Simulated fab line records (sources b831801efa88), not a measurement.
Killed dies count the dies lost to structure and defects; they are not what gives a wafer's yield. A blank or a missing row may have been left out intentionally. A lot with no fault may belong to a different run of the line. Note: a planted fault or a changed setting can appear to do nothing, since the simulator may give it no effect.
A lot that was struck, set against a sound lot || flow sky130 || 33 steps out of a route of 708
Sound: these wafers, L205.3, L205.4, L205.6. The struck wafers were L218.1, L218.2, L218.5. The cause is given at the end.
Each step with rows lists, per side, the tool, then ch with its chambers, then its first start. Under that, the readings that differ: sound wafers || struck wafers || difference of the means || sigmas: that difference in standard deviations of wafers without a fault.
alike: same words and numbers on both sides, and readings whose means sit less than 2 such deviations apart. not compared: any withheld reading, any reading some wafer has no value for, any bound like >300 that may hide the same value, and any number with overlapping values for which the record gives no deviation.
A row with sigmas, a row that says differs or no value, or rows on one side alone: a step with any of these is where the two part. Numbers that have no deviation but don't overlap get no sigmas and don't part them. A reading that every wafer of one side lacks parts them only if that side has two wafers or more.

first, 4 steps without rows for these wafers: SKY_LOCAL_INTERCONNECT_SOFTBAKE_07 (time 90 s); SKY_LOCAL_INTERCONNECT_EXPOSE_08 (exposes mask LI1M, target cd 170 nm); SKY_LOCAL_INTERCONNECT_PEB_09; SKY_LOCAL_INTERCONNECT_DEVELOP_10 (develop time 60 s).
SKY_LOCAL_INTERCONNECT_CD_MEAS_11: target cd 170 nm.
  sound on cd-sem-01, day 32 16:36; struck on cd-sem-01, day 36 15:48
  alike: cd-nm
SKY_LOCAL_INTERCONNECT_OVL_MEAS_12:
  sound on overlay-01, day 32 16:41; struck on overlay-01, day 36 15:55
  alike: LOCAL_INTERCONNECT_OVL
then, 1 step without rows for these wafers: SKY_LOCAL_INTERCONNECT_ETCH_13 (etches BARC in N2/H2, stops on SiO2, time 45.9 s, target depth 60 nm).
SKY_LOCAL_INTERCONNECT_METAL_ETCH_14: etches TiN in Cl2/BCl3, stops on PSG, target depth 110 nm, time 31.4 s.
  sound on rie-metal-04 ch 0,1, day 32 16:48; struck on rie-metal-02 ch 0,1, day 36 16:01
  alike: drypump-motor-current-A, oes-product-au, throttle-valve-pct
  not compared: rf-hours-counter-h
SKY_LOCAL_INTERCONNECT_STRIP_15: strips in O2/N2.
  sound on plasma-asher-01 ch 0,1, day 32 16:52; struck on plasma-asher-01 ch 0,1, day 36 16:04
  alike: drypump-motor-current-A, oes-product-au, strip-time-to-endpoint-s
  not compared: rf-hours-counter-h
then, 3 steps without rows for these wafers: SKY_LOCAL_INTERCONNECT_STRIP_16 (strips in post etch residue remover, time 1200 s); SKY_LOCAL_INTERCONNECT_CLEAN_17 (cleans in IPA, time 180 s); SKY_LOCAL_INTERCONNECT_CLEAN_18 (cleans in O3/DIW).
SKY_CONTACT_CVD_00: deposits Si3N4, target thk 75 nm.
  sound on pecvd-04 ch 0,1,2, day 32 17:27; struck on pecvd-04 ch 0,1, day 36 16:40
{"reading": "rf-fwd-power-W (W)", "sound": "445.0 446.1 441.7", "struck": "515.4 515.7 517.4", "difference": "+71.9", "sigmas": "+40"}
{"reading": "model.Si3N4_of_CONTACT_CVD_00.thk-nm (nm)", "sound": "74.77 76.74 76.91", "struck": "77.08 79.47 80.12", "difference": "+2.75", "sigmas": ""}
  alike: heater-power-w
SKY_CONTACT_THK_MEAS_01:
  sound on film-metro-04, day 32 17:30; struck on film-metro-01, day 36 16:42
{"reading": "CONTACT_CVD_00_THK (nm)", "sound": "74.7 76.7 76.9", "struck": "77.1 79.4 80.1", "difference": "+2.8", "sigmas": "+3"}
then, 1 step without rows for these wafers: SKY_CONTACT_HDPCVD_02 (deposits SiO2, target thk 565 nm, time 94.2 s).
SKY_CONTACT_THK_MEAS_03:
  sound on film-metro-03, day 32 17:38; struck on film-metro-03, day 36 16:50
  alike: CONTACT_HDPCVD_THK
then, 1 step without rows for these wafers: SKY_CONTACT_CMP_04 (polishes SiO2).
SKY_CONTACT_BOW_MEAS_05:
  sound on film-metro-03, day 32 18:01; struck on film-metro-01, day 36 17:11
{"reading": "CONTACT_BOW (um)", "sound": "73 76 70", "struck": "96 84 86", "difference": "+16", "sigmas": "+2"}
then, 8 steps without rows for these wafers: SKY_CONTACT_DEHYDRATE_06 (time 60 s); SKY_CONTACT_HMDS_07 (prime time 60 s); SKY_CONTACT_COAT_08 (resist thk 60 nm); SKY_CONTACT_COAT_09 (resist thk 450 nm); SKY_CONTACT_SOFTBAKE_10 (time 90 s); SKY_CONTACT_EXPOSE_11 (exposes mask CTM1, target cd 170 nm); SKY_CONTACT_PEB_12; SKY_CONTACT_DEVELOP_13 (develop time 60 s).
SKY_CONTACT_CD_MEAS_14: target cd 170 nm.
  sound on cd-sem-01, day 33 21:15; struck on cd-sem-02, day 37 19:43
  alike: cd-nm
SKY_CONTACT_OVL_MEAS_15:
  sound on overlay-01, day 33 21:20; struck on overlay-01, day 37 19:50
  alike: CONTACT_OVL
SKY_CONTACT_ETCH_16: etches BARC in N2/H2, stops on SiO2, time 45.9 s, target depth 60 nm.
  sound on rie-diel-01 ch 2,3, day 33 21:22; struck on rie-diel-02 ch 0,2,3, day 37 19:52
  alike: drypump-motor-current-A, oes-product-au, throttle-valve-pct
  not compared: rf-hours-counter-h
SKY_CONTACT_ETCH_17: etches SiO2 in C4F8/O2/Ar, stops on Si3N4, target depth 340 nm.
  sound on rie-diel-01 ch 2,3, day 33 21:25; struck on rie-diel-02 ch 0,2,3, day 37 19:55
  alike: oes-product-au
SKY_CONTACT_ETCH_18: etches Si3N4 in CHF3/O2, stops on TiN, time 39 s, target depth 75 nm.
  sound: rie-diel-01 ch 2,3; struck: rie-diel-02 ch 0,2,3
{"reading": "model.etch.depth-nm (nm)", "sound": "74.77 76.74 76.91", "struck": "77.08 79.47 80.12", "difference": "+2.75", "sigmas": ""}
  alike: drypump-motor-current-A, oes-product-au, throttle-valve-pct
  not compared: rf-hours-counter-h
SKY_CONTACT_STRIP_19: strips in O2/N2.
  sound on plasma-asher-01 ch 0,1, day 33 21:32; struck on plasma-asher-04 ch 0,1, day 37 20:00
  alike: drypump-motor-current-A, oes-product-au, strip-time-to-endpoint-s
  not compared: rf-hours-counter-h
-- the record jumps here: 12 days lie between the struck wafers' starts before and after (it left off in module CONTACT and takes up again in module PAD_OPEN, whose first step shown is number 708 of the route) --
SKY_PAD_OPEN_PROBE_99:
  sound on prober-02, day 47 13:38; struck on prober-01, day 50 06:49
  alike: killed_at_M0_to_M3, killed_at_M4_up, killed-at-contacts, killed-at-front-end, killed-at-other, killed-dies, killed-on-rim, killed-open, killed-short

== WHERE THEY PART ==
At SKY_CONTACT_CVD_00 first; at SKY_CONTACT_BOW_MEAS_05 last (within this record only). Later steps at which nothing parts them and some readings are alike: SKY_CONTACT_CD_MEAS_14, SKY_CONTACT_OVL_MEAS_15, SKY_CONTACT_ETCH_16, SKY_CONTACT_ETCH_17, SKY_CONTACT_ETCH_18, SKY_CONTACT_STRIP_19, SKY_PAD_OPEN_PROBE_99.

WHY: what the simulator had put in
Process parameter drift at SKY_CONTACT_CVD_00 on pecvd-04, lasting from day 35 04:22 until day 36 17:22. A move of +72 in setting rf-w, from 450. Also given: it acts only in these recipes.
